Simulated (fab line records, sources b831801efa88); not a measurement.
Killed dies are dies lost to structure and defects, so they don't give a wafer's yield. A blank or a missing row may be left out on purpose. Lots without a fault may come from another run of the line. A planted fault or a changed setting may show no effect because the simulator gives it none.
A struck lot beside a sound one | flow sky130 | 35 steps out of a route of 708
Sound: wafers L166.1, L166.3, L166.4. Struck: wafers L168.2, L168.5, L168.6. The cause comes at the end.
At each step with rows: each side's tool, then ch and its chambers, then its first start. Under that, the readings that differ: sound wafers | struck wafers | difference of the means | sigmas: that difference in standard deviations of wafers without a fault.
alike: readings whose means differ by less than 2 such deviations, and words and numbers that are the same on both sides. not compared: withheld readings, readings that some wafer has no value for, bounds like >300 that may hide the same value, and numbers for which the record gives no deviation and whose values overlap.
The two part at a step that has a row with sigmas, a row that says differs or no value, or rows on one side only. Numbers that don't overlap but have no deviation are shown without sigmas and don't part them. A reading that every wafer of one side lacks parts them only if that side has two wafers or more.

first, 1 step without rows for these wafers: SKY_METAL1_DEVELOP_14 (develop time 60 s).
SKY_METAL1_CD_MEAS_15: target cd 140 nm.
  sound on cd_sem-02, day 36 02:29; struck on cd_sem-01, day 36 06:55
  reading    | sound             | struck            | difference | sigmas
  cd_nm (nm) | 139.6 138.6 139.0 | 143.8 142.3 142.9 | +3.9       | +2
SKY_METAL1_OVL_MEAS_16:
  sound on overlay-01, day 36 02:37; struck on overlay-02, day 36 07:01
  alike: METAL1_OVL
SKY_METAL1_DESCUM_17: chemistry O2, time 8 s.
  sound on rie_metal-02 ch 0,1, day 36 02:39; struck on rie_metal-02 ch 0,1, day 36 07:03
  alike: drypump_motor_current_A, he_backside_leak_sccm, oes_product_au
  not compared: rf_hours_counter_h
then, 1 step without rows for these wafers: SKY_METAL1_ETCH_18 (etches BARC in N2/H2, stops on SiO2, time 45.9 s, target depth 60 nm).
SKY_METAL1_METAL_ETCH_19: etches the open film in Cl2/BCl3, stops on SiO2, target depth 360 nm, time 78 s.
  sound on rie_metal-02 ch 0,1, day 36 02:45; struck on rie_metal-02 ch 0,1, day 36 07:09
  alike: bias_w, drypump_motor_current_A, he_backside_leak_sccm, oes_product_au, throttle_valve_pct
  not compared: rf_hours_counter_h
then, 5 steps without rows for these wafers: SKY_METAL1_STRIP_20 (strips in O2/N2); SKY_METAL1_STRIP_21 (strips in post etch residue remover, time 1200 s); SKY_METAL1_CLEAN_22 (cleans in IPA, time 180 s); SKY_METAL1_CLEAN_23 (cleans in O3/DIW); SKY_VIA1_HDPCVD_00 (deposits SiO2, target thk 1030 nm, time 171.7 s).
SKY_VIA1_THK_MEAS_01:
  sound on film_metro-03, day 36 03:35; struck on film_metro-02, day 36 07:59
  reading              | sound          | struck         | difference | sigmas
  VIA1_HDPCVD_THK (nm) | 1035 1022 1023 | 1036 1049 1048 | +18        | +2
SKY_VIA1_CMP_02: polishes SiO2.
  sound on cmp-01 ch 0,1,3, day 36 03:38; struck on cmp-01 ch 0,2,3, day 36 08:11
  reading                                  | sound           | struck            | difference | sigmas
  model.SiO2_of_VIA1_HDPCVD_00.thk_nm (nm) | 345.4 343.1 345 | 379.3 379.9 378.7 | +34.8      |
  alike: edge_zone_pressure_frac, motor_current_A
SKY_VIA1_BOW_MEAS_03:
  sound on film_metro-02, day 36 03:56; struck on film_metro-02, day 36 08:22
  alike: VIA1_BOW
then, 8 steps without rows for these wafers: SKY_VIA1_DEHYDRATE_04 (time 60 s); SKY_VIA1_HMDS_05 (prime time 60 s); SKY_VIA1_COAT_06 (resist thk 60 nm); SKY_VIA1_COAT_07 (resist thk 450 nm); SKY_VIA1_SOFTBAKE_08 (time 90 s); SKY_VIA1_EXPOSE_09 (exposes mask VIM, target cd 150 nm); SKY_VIA1_PEB_10; SKY_VIA1_DEVELOP_11 (develop time 60 s).
SKY_VIA1_CD_MEAS_12: target cd 150 nm.
  sound on cd_sem-01, day 37 06:59; struck on cd_sem-02, day 37 10:22
  reading    | sound             | struck            | difference | sigmas
  cd_nm (nm) | 154.7 155.1 152.6 | 148.7 150.1 148.5 | -5.0       | -3
SKY_VIA1_OVL_MEAS_13:
  sound on overlay-01, day 37 07:07; struck on overlay-01, day 37 10:28
  alike: VIA1_OVL
then, 1 step without rows for these wafers: SKY_VIA1_ETCH_14 (etches BARC in N2/H2, stops on SiO2, time 45.9 s, target depth 60 nm).
SKY_VIA1_ETCH_15: etches SiO2 in C4F8/O2/Ar, stops on TiN, target depth 351 nm, time 54 s.
  sound on rie_diel-01 ch 1,2,3, day 37 07:11; struck on rie_diel-02 ch 0,1, day 37 10:32
  reading               | sound             | struck            | difference | sigmas
  oes_product_au (a.u.) | 0.978 0.977 0.978 | 1.003 0.987 1.017 | +0.025     | +4
  alike: bias_w
  not compared: rf_hours_counter_h, model.etch.depth_nm, model.VIA1.feature_depth_nm
then, 4 steps without rows for these wafers: SKY_VIA1_STRIP_16 (strips in O2/N2); SKY_VIA1_STRIP_17 (strips in post etch residue remover, time 1200 s); SKY_VIA1_CLEAN_18 (cleans in IPA, time 180 s); SKY_VIA1_CLEAN_19 (cleans in O3/DIW).
SKY_VIA1_SPUTTER_20: material TiN, target thk 20 nm, time 80 s.
  sound on pvd_sputter-02, day 37 07:52; struck on pvd_sputter-04, day 37 11:11
  alike: throttle_valve_pct
SKY_VIA1_CVD_21: deposits W, target thk 270 nm, time 80.902 s.
  sound on cvd_w-02 ch 0,1, day 37 07:55; struck on cvd_w-02 ch 0,1, day 37 11:15
  alike: chamber_pressure_Torr, heater_power_w
SKY_VIA1_CMP_24: polishes, stops on SiO2, t overpolish 15 s, target thk 0 nm.
  sound on cmp-01 ch 0,1,2, day 37 08:11; struck on cmp-01 ch 2,3, day 37 11:31
  reading                                  | sound           | struck            | difference | sigmas
  model.SiO2_of_VIA1_HDPCVD_00.thk_nm (nm) | 342.2 340 341.9 | 376.1 376.7 375.5 | +34.7      |
  alike: edge_zone_pressure_frac, motor_current_A
SKY_METAL2_SPUTTER_00: material Ti, target thk 15 nm, time 10 s.
  sound on pvd_sputter-03, day 37 08:29; struck on pvd_sputter-03, day 37 11:49
  alike: throttle_valve_pct
-- the record jumps here: 11 days lie between the struck wafers' starts before and after (it left off in module METAL2 and takes up again in module PAD_OPEN, whose first step shown is number 708 of the route) --
SKY_PAD_OPEN_PROBE_99:
  sound on prober-02, day 48 08:58; struck on prober-01, day 48 14:29
  reading                  | sound          | struck         | difference | sigmas
  defect_limited_yield (%) | 81.5 80.5 84.6 | 67.3 12.8 79.9 | -28.9      | -15
  killed_at_M0_to_M3       | 35 41 31       | 111 389 53     | +149       | +23
  killed_dies              | 91 96 76       | 161 429 99     | +142       | +15
  killed_on_rim            | 13 20 11       | 31 91 25       | +34        | +9
  alike: killed_at_M4_up, killed_at_contacts, killed_at_front_end, killed_at_other, killed_open, killed_short

WHERE THEY PART
First at SKY_METAL1_CD_MEAS_15; last, within this record, at SKY_PAD_OPEN_PROBE_99.

WHY: what the simulator had put in
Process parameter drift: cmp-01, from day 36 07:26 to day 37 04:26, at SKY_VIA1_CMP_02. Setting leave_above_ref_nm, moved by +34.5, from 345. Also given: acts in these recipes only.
